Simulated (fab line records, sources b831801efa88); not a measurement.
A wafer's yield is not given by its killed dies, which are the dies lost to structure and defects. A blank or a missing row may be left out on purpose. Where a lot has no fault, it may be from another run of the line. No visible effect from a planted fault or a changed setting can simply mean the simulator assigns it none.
Comparing a struck lot with a sound one :: flow sky130 :: 33 out of 708 route steps
Sound: the wafers L397.1, L397.2, L397.4. Struck: wafers L405.1, L405.3, L405.4. The cause comes at the end.
Each step with rows lists, per side, the tool, then ch with its chambers, then its first start. Under that, the readings that differ: sound wafers :: struck wafers :: difference of the means :: sigmas: that difference in standard deviations of wafers without a fault.
alike: a reading whose means differ by less than 2 such deviations, as well as words and numbers matching on both sides. not compared: withheld readings; readings where some wafer has no value; bounds like >300 that might hide an equal value; numbers whose values overlap and for which the record gives no deviation.
Wherever a step has rows on one side only, a row that says differs or no value, or a row with sigmas, the two part there. Numbers that have no deviation but don't overlap get no sigmas and don't part them. Lack of a reading on every wafer of one side parts them only where that side has two or more wafers.

SKY_SD_P_CD_MEAS_07: the cd target is 380 nm.
  struck on cdSem-01, day 31 04:13; sound on cdSem-02, day 28 01:40
reading: cdNm (nm)
sound: 374 377 375
struck: 382 383 381
difference: +7
sigmas: +2
SKY_SD_P_OVL_MEAS_08:
  struck on overlay-01, day 31 04:20; sound on overlay-01, day 28 01:47
  alike: SD_P_OVL
after that, 1 step had no rows for these wafers: SKY_SD_P_IMPLANT_09.
SKY_SD_P_STRIP_10: strips in O2/N2.
  sound on plasmaAsher-03 ch 0,1, day 28 01:58; struck on plasmaAsher-01 ch 0,1, day 31 04:31
  alike: drypumpMotorCurrentA, oesProductAu, stripTimeToEndpointS
  not compared: rfHoursCounterH
SKY_SD_P_TW_MEAS_11:
  struck on filmMetro-02, day 31 04:37; sound on filmMetro-01, day 28 02:04
  alike: SD_P_TW
then, 7 steps without rows for these wafers: SKY_RES_XHIGH_DEHYDRATE_00 (time 60 s); SKY_RES_XHIGH_HMDS_01 (prime time 60 s); SKY_RES_XHIGH_COAT_02 (resist thk 1140 nm); SKY_RES_XHIGH_SOFTBAKE_03 (time 60 s); SKY_RES_XHIGH_EXPOSE_04 (exposes mask URPM, target cd 1270 nm); SKY_RES_XHIGH_PEB_05; SKY_RES_XHIGH_DEVELOP_06 (develop time 60 s).
SKY_RES_XHIGH_IMPLANT_07:
  sound on implanter-04 ch 0, day 29 06:13; struck on implanter-01, day 32 07:26
  no value came back on the struck wafers for beamEnergyKeV, beamOnS (s), faradayCurrentUA; on the sound wafers beamEnergyKeV reads 19.999 19.995 20.006
SKY_RES_XHIGH_STRIP_08: strips in O2/N2.
  sound on plasmaAsher-04 ch 0,1, day 29 06:22; struck on plasmaAsher-02 ch 0,1, day 32 07:35
reading: drypumpMotorCurrentA (A)
sound: 5.6 5.1 5.1
struck: 6.1 6.3 6.1
difference: +0.9
sigmas: +2

reading: oesProductAu (a.u.)
sound: 0.710 0.711 0.708
struck: 0.721 0.719 0.720
difference: +0.010
sigmas: +2
  alike: stripTimeToEndpointS
  not compared: rfHoursCounterH
SKY_RES_XHIGH_TW_MEAS_09:
  struck on filmMetro-01, day 32 07:41; sound on filmMetro-01, day 29 06:28
reading: RES_XHIGH_TW
sound: 1646 1633 1638
struck: 30 30 30
difference: -1609
sigmas: -99 or more
then, 7 steps without rows for these wafers: SKY_SD_N_DEHYDRATE_00 (time 60 s); SKY_SD_N_HMDS_01 (prime time 60 s); SKY_SD_N_COAT_02 (resist thk 1140 nm); SKY_SD_N_SOFTBAKE_03 (time 60 s); SKY_SD_N_EXPOSE_04 (exposes mask NSDM, target cd 380 nm); SKY_SD_N_PEB_05; SKY_SD_N_DEVELOP_06 (develop time 60 s).
SKY_SD_N_CD_MEAS_07: the cd target is 380 nm.
  struck on cdSem-02, day 33 10:08; sound on cdSem-01, day 30 10:58
  alike: cdNm
SKY_SD_N_OVL_MEAS_08:
  struck on overlay-02, day 33 10:15; sound on overlay-02, day 30 11:05
  alike: SD_N_OVL
then, 2 steps without rows for these wafers: SKY_SD_N_IMPLANT_09; SKY_SD_N_IMPLANT_10.
SKY_SD_N_STRIP_11: strips in O2/N2.
  sound on plasmaAsher-04 ch 0,1, day 30 11:25; struck on plasmaAsher-02 ch 0,1, day 33 10:35
  alike: drypumpMotorCurrentA, oesProductAu, stripTimeToEndpointS
  not compared: rfHoursCounterH
SKY_SD_N_TW_MEAS_12:
  struck on filmMetro-04, day 33 10:41; sound on filmMetro-02, day 30 11:31
  alike: SD_N_TW
then, 1 step without rows for these wafers: SKY_SD_N_CLEAN_13 (cleans in SC1/SC2, time 150 s).
SKY_SD_N_RTA_14: time 2 s.
  sound on rtpAnneal-01 ch 0, day 30 11:38; struck on rtpAnneal-01 ch 0, day 33 10:48
  alike: lampPowerPct, wafer_temp_C_max
SKY_SD_N_RS_MEAS_16: the measuring method here is four-point-probe.
  struck on filmMetro-02, day 33 10:58; sound on filmMetro-02, day 30 11:48
  alike: SD_N_RS
SKY_SD_N_RS_MEAS_17: the measuring method here is four-point-probe.
  struck on filmMetro-02, day 33 11:05; sound on filmMetro-02, day 30 11:55
  alike: SD_P_RS
SKY_SD_N_RS_MEAS_18: the measuring method here is four-point-probe.
  struck on filmMetro-02, day 33 11:13; sound on filmMetro-02, day 30 12:02
reading: RES_XHIGH_RS (ohm/sq)
sound: 335.4 335.1 333.6
struck: 133.2 132.8 133.2
difference: -201.6
sigmas: -99 or more

## WHERE THEY PART
At SKY_SD_P_CD_MEAS_07 first; at SKY_SD_N_RS_MEAS_18 last (within this record only).

WHY: what had been put in by the simulator
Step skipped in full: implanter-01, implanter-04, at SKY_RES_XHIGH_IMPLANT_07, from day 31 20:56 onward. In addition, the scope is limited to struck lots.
